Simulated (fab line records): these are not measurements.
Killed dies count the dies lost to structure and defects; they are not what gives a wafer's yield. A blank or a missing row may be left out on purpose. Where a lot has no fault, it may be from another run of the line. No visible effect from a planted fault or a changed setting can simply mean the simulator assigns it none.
Which tool was responsible? | flow gf180mcu | 14 lots with 42 wafers sampled at 5 steps, on a route of 602 steps

WHAT THE GAUGES SHOWED, per wafer
GF_POLY_GATE_THK_MEAS_17.
lot  | measured     | on            | POLY_GATE_OXIDATION_THK (nm)
L978 | day 9 04:26  | film-metro-04 | 4.01 3.94 3.92
L979 | day 9 14:38  | film-metro-03 | 3.93 3.90 4.01
L981 | day 10 04:22 | film-metro-04 | 4.07 4.08 4.11
L982 | day 10 09:51 | film-metro-02 | 3.99 4.01 3.97
L984 | day 11 00:24 | film-metro-03 | 4.07 4.06 4.04
L985 | day 11 10:03 | film-metro-04 | 3.96 3.96 4.00
L988 | day 12 08:46 | film-metro-04 | 3.96 3.97 3.91
L991 | day 13 03:46 | film-metro-03 | 3.93 3.95 3.94
L993 | day 13 20:25 | film-metro-03 | 4.00 3.99 4.05
L996 | day 14 15:46 | film-metro-02 | 3.95 3.94 3.96
L998 | day 15 04:10 | film-metro-03 | 4.07 4.01 4.12
L999 | day 15 10:04 | film-metro-02 | 4.00 3.97 3.97
L100 | day 15 21:47 | film-metro-03 | 4.15 4.05 4.09
L101 | day 16 05:20 | film-metro-04 | 3.97 3.98 3.90

GF_HV_LDD_TW_MEAS_11.
lot  | measured     | on            | HV_LDD_TW
L978 | day 9 22:15  | film-metro-01 | 2394 2412 2399
L979 | day 10 08:50 | film-metro-04 | 2422 2431 2417
L981 | day 10 23:08 | film-metro-04 | 2412 2419 2411
L982 | day 11 04:48 | film-metro-01 | 2406 2416 2406
L984 | day 11 19:29 | film-metro-01 | 2416 2413 2407
L985 | day 12 05:05 | film-metro-02 | 2421 2423 2433
L988 | day 13 04:29 | film-metro-04 | 2415 2418 2424
L991 | day 14 00:04 | film-metro-02 | 2444 2438 2454
L993 | day 14 16:58 | film-metro-02 | 2385 2369 2373
L996 | day 15 13:38 | film-metro-04 | 2363 2357 2363
L998 | day 16 02:44 | film-metro-02 | 2414 2424 2416
L999 | day 16 08:32 | film-metro-04 | 2403 2407 2410
L100 | day 16 20:09 | film-metro-02 | 2415 2424 2413
L101 | day 17 04:32 | film-metro-04 | 2442 2436 2437

GF_PSD_OVL_MEAS_08.
lot  | measured     | on         | PSD_OVL (nm)
L978 | day 14 03:43 | overlay-02 | 3.8 0.7 4.0
L979 | day 14 14:02 | overlay-01 | 3.3 1.1 2.7
L981 | day 15 06:14 | overlay-02 | -0.9 3.8 1.7
L982 | day 15 13:00 | overlay-02 | 0.6 2.0 0.2
L984 | day 16 07:24 | overlay-02 | -0.1 -1.2 -0.7
L985 | day 16 17:44 | overlay-01 | -3.7 -1.0 0.1
L988 | day 17 20:03 | overlay-02 | -1.9 -0.7 -1.3
L991 | day 18 20:08 | overlay-01 | -2.4 -1.2 -2.6
L993 | day 19 15:27 | overlay-02 | 1.0 3.3 2.0
L996 | day 20 14:23 | overlay-02 | -1.4 -1.2 -2.9
L998 | day 21 04:59 | overlay-02 | -2.7 -2.5 -4.3
L999 | day 21 11:23 | overlay-02 | -3.6 -1.8 -2.3
L100 | day 22 00:44 | overlay-01 | 1.0 0.6 0.9
L101 | day 22 09:32 | overlay-01 | -1.0 -2.3 -0.9

WHICH TOOL RAN EACH LOT (tool, then ch and the chambers of the sampled wafers, then the start)
lot  | GF_HV_LDD_IMPLANT_09            | GF_HV_LDD_STRIP_10
L978 | implanter-01 ch 0, day 9 22:02  | plasma-asher-01 ch 0,1, day 9 22:10
L979 | implanter-01 ch 0, day 10 08:35 | plasma-asher-01 ch 0,1, day 10 08:44
L981 | implanter-01 ch 0, day 10 22:53 | plasma-asher-04 ch 0,1, day 10 23:02
L982 | implanter-01 ch 0, day 11 04:35 | plasma-asher-03 ch 0,1, day 11 04:43
L984 | implanter-01 ch 0, day 11 19:15 | plasma-asher-03 ch 0,1, day 11 19:22
L985 | implanter-01 ch 0, day 12 04:50 | plasma-asher-01 ch 0,1, day 12 04:59
L988 | implanter-01 ch 0, day 13 04:16 | plasma-asher-03 ch 0,1, day 13 04:25
L991 | implanter-04 ch 0, day 13 23:49 | plasma-asher-03 ch 0, day 13 23:58
L993 | implanter-04 ch 0, day 14 16:46 | plasma-asher-01 ch 0,1, day 14 16:52
L996 | implanter-04 ch 0, day 15 13:25 | plasma-asher-01 ch 0,1, day 15 13:32
L998 | implanter-01 ch 0, day 16 02:30 | plasma-asher-03 ch 0,1, day 16 02:37
L999 | implanter-01 ch 0, day 16 08:17 | plasma-asher-03 ch 1, day 16 08:26
L100 | implanter-03 ch 0, day 16 19:56 | plasma-asher-03 ch 0,1, day 16 20:04
L101 | implanter-01 ch 0, day 17 04:18 | plasma-asher-03 ch 0,1, day 17 04:26
- GF_HV_LDD_IMPLANT_09
- GF_HV_LDD_STRIP_10: strips in O2/N2.

AS READ BY THE TOOLS THEMSELVES (means over the sampled wafers that have a number; for cases with no such wafer, the mark the record gives instead)
GF_HV_LDD_IMPLANT_09.
lot  | tool         | beam-energy-keV
L978 | implanter-01 | 40.014
L979 | implanter-01 | 40.002
L981 | implanter-01 | 39.986
L982 | implanter-01 | 39.998
L984 | implanter-01 | 39.988
L985 | implanter-01 | 40.001
L988 | implanter-01 | 40.014
L991 | implanter-04 | 40.003
L993 | implanter-04 | 36.515
L996 | implanter-04 | 36.527
L998 | implanter-01 | 40.001
L999 | implanter-01 | 39.992
L100 | implanter-03 | 40.006
L101 | implanter-01 | 39.989

GF_HV_LDD_STRIP_10.
lot  | tool            | drypump-motor-current-A (A) | heater-power-w (W) | n2-flow-sccm (sccm) | oes-product-au (a.u.) | strip-time-to-endpoint-s (s)
L978 | plasma-asher-01 | 6.1                         | 327                | 299.9               | 0.713                 | 12.62
L979 | plasma-asher-01 | 6.1                         | 323                | 299.8               | 0.718                 | 12.69
L981 | plasma-asher-04 | 5.4                         | 311                | 299.8               | 0.719                 | 12.66
L982 | plasma-asher-03 | 6.2                         | 336                | 301.1               | 0.713                 | 12.68
L984 | plasma-asher-03 | 6.2                         | 311                | 300.1               | 0.717                 | 12.70
L985 | plasma-asher-01 | 6.3                         | 312                | 300.7               | 0.715                 | 12.63
L988 | plasma-asher-03 | 6.2                         | 329                | 299.5               | 0.719                 | 12.62
L991 | plasma-asher-03 | 6.3                         | 299                | 299.4               | 0.717                 | 12.64
L993 | plasma-asher-01 | 6.1                         | 330                | 299.4               | 0.717                 | 12.67
L996 | plasma-asher-01 | 6.3                         | 309                | 299.3               | 0.716                 | 12.63
L998 | plasma-asher-03 | 6.1                         | 328                | 299.8               | 0.714                 | 12.63
L999 | plasma-asher-03 | 6.0                         | 347                | 300.8               | 0.718                 | 12.64
L100 | plasma-asher-03 | 6.2                         | 327                | 299.4               | 0.714                 | 12.61
L101 | plasma-asher-03 | 6.2                         | 311                | 300.0               | 0.716                 | 12.63

THE ANSWER, worked out from the rows above alone
Rule: usual is defined by the lots themselves. The widest of any qualifying gaps counts: lots, ordered by their means at a reading, are off when they make up no more than a third of the lots, leave a main group of 4 or more, and stand apart from it by 3 or more times the standard deviation of that group's means. A main group is skipped when, at the precision printed for the reading in the tables above, its means are all equal. A lot without any number at a reading at which 4 lots or more have one is off too. Any other lot the step has rows for is counted as sound. First the gauges in route order, then the tools' own readings, where a lot's mean is used as printed above. The first step at which some lot is off is used, and at that step the reading that is off furthest; a lot without a number counts as furthest.
Off: L993, L996, at GF_HV_LDD_IMPLANT_09 (beam-energy-keV). For the main group the mean is 39.999 and the standard deviation 0.009.
If a tool, at that step or one of the process steps before it, ran each lot that is off and ran no sound lot following the first of them, it fits. One candidate fits, namely implanter-04 at GF_HV_LDD_IMPLANT_09. A fault onset in the window from L991 (day 13 23:49, its last sound lot) to L993 (day 14 16:46, its first lot off) fits.
On the lots that are off, the tool's own readings at GF_HV_LDD_IMPLANT_09 differ by more than 5 times the standard deviation of the sound lots' means, which bears it out; beam-energy-keV reads 36.521 there versus 39.999 on the sound lots.

WHAT THE SIMULATOR HAD PUT IN
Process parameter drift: implanter-04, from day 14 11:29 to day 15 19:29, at GF_HV_LDD_IMPLANT_09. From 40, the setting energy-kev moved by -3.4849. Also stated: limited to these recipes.
Lots struck among those shown: L993, L996. This agrees with what the rule above found.
